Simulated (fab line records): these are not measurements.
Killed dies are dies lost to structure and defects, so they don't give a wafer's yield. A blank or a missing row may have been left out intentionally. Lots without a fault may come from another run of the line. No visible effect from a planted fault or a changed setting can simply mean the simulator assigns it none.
The tool behind it: which one? | flow sky130 | Sampling: 13 lots, 39 wafers, 3 of 708 route steps

## WHAT THE GAUGES READ, wafer by wafer
SKY_CAP2M_RS_MEAS_03: the measuring method here is four-point-probe.
lot  | measured     | on            | CAP2M_TIN_RS (ohm/sq)
L153 | day 37 20:07 | film metro-02 | 7.06 7.09 7.11
L154 | day 37 21:07 | film metro-04 | 6.80 6.84 6.91
L155 | day 37 22:18 | film metro-02 | 7.02 6.90 6.96
L156 | day 38 00:00 | film metro-02 | 6.97 6.91 6.89
L159 | day 38 20:31 | film metro-02 | 6.93 6.94 6.90
L161 | day 39 20:52 | film metro-02 | 6.88 6.86 6.78
L164 | day 40 05:40 | film metro-04 | 6.92 6.85 6.95
L165 | day 40 14:01 | film metro-02 | 6.84 6.94 6.93
L168 | day 41 08:12 | film metro-03 | 6.90 6.84 6.84
L173 | day 48 04:43 | film metro-03 | 6.86 6.90 6.85
L174 | day 48 09:32 | film metro-02 | 6.94 7.01 6.90
L175 | day 48 09:57 | film metro-03 | 6.96 6.93 7.08
L176 | day 48 11:02 | film metro-02 | 6.99 6.97 7.00

## WHAT TOOL EACH LOT RAN ON (gives the tool, then ch and the chambers of the sampled wafers, and finally the start)
lot  | SKY_VIA3_SPUTTER_20          | SKY_METAL4_SPUTTER_04
L153 | pvd sputter-03, day 37 19:04 | pvd sputter-01, day 37 19:50
L154 | pvd sputter-03, day 37 20:04 | pvd sputter-02, day 37 20:52
L155 | pvd sputter-03, day 37 21:14 | pvd sputter-02, day 37 22:01
L156 | pvd sputter-03, day 37 22:59 | pvd sputter-01, day 37 23:46
L159 | pvd sputter-03, day 38 19:31 | pvd sputter-01, day 38 20:17
L161 | pvd sputter-02, day 39 19:51 | pvd sputter-03, day 39 20:37
L164 | pvd sputter-03, day 40 04:40 | pvd sputter-02, day 40 05:26
L165 | pvd sputter-04, day 40 12:59 | pvd sputter-01, day 40 13:46
L168 | pvd sputter-03, day 41 07:11 | pvd sputter-01, day 41 07:58
L173 | pvd sputter-03, day 48 03:41 | pvd sputter-03, day 48 04:28
L174 | pvd sputter-03, day 48 08:24 | pvd sputter-03, day 48 09:17
L175 | pvd sputter-03, day 48 08:55 | pvd sputter-01, day 48 09:41
L176 | pvd sputter-03, day 48 09:51 | pvd sputter-01, day 48 10:43
- SKY_VIA3_SPUTTER_20: material TiN, target thk 20 nm, time 80 s.
- SKY_METAL4_SPUTTER_04: material TiN, target thk 70 nm, time 58.3 s.

## AS READ BY THE TOOLS THEMSELVES (means over the sampled wafers that have a number; for cases with no such wafer, the mark the record gives instead)
SKY_VIA3_SPUTTER_20.
lot  | tool           | throttle valve pct (%)
L153 | pvd sputter-03 | 29.4
L154 | pvd sputter-03 | 28.6
L155 | pvd sputter-03 | 29.6
L156 | pvd sputter-03 | 29.3
L159 | pvd sputter-03 | 29.5
L161 | pvd sputter-02 | 30.0
L164 | pvd sputter-03 | 28.7
L165 | pvd sputter-04 | 28.4
L168 | pvd sputter-03 | 28.9
L173 | pvd sputter-03 | 29.1
L174 | pvd sputter-03 | 29.3
L175 | pvd sputter-03 | 28.5
L176 | pvd sputter-03 | 29.1

SKY_METAL4_SPUTTER_04.
lot  | tool           | throttle valve pct (%)
L153 | pvd sputter-01 | 30.3
L154 | pvd sputter-02 | 29.9
L155 | pvd sputter-02 | 29.3
L156 | pvd sputter-01 | 29.6
L159 | pvd sputter-01 | 29.5
L161 | pvd sputter-03 | 29.3
L164 | pvd sputter-02 | 29.5
L165 | pvd sputter-01 | 29.5
L168 | pvd sputter-01 | 29.3
L173 | pvd sputter-03 | 29.3
L174 | pvd sputter-03 | 29.2
L175 | pvd sputter-01 | 30.2
L176 | pvd sputter-01 | 31.0

## THE ANSWER, worked out from the rows above alone
Rule: usual is defined by the lots themselves. Put in order of their means at a reading, lots are off if they are a third of the lots or fewer, leave a main group of 4 or more, and stand apart from it by a gap of 3 or more times the standard deviation of the main group's means; of several such gaps the widest counts. A main group whose means are all the same, to the digits that the tables above print for the reading, isn't used. Also off: a lot with no number at a reading for which 4 or more lots have one. All remaining lots with rows at the step are treated as sound. After the gauges, taken in route order, come the tools' own readings; for these a lot's mean is taken, as printed above. At the first step where some lot is off, the reading lying furthest off is the one used; lots without a number count as furthest.
No lot is off on any of the readings shown, so nothing can be concluded from this.

## WHAT WAS PUT IN BY THE SIMULATOR
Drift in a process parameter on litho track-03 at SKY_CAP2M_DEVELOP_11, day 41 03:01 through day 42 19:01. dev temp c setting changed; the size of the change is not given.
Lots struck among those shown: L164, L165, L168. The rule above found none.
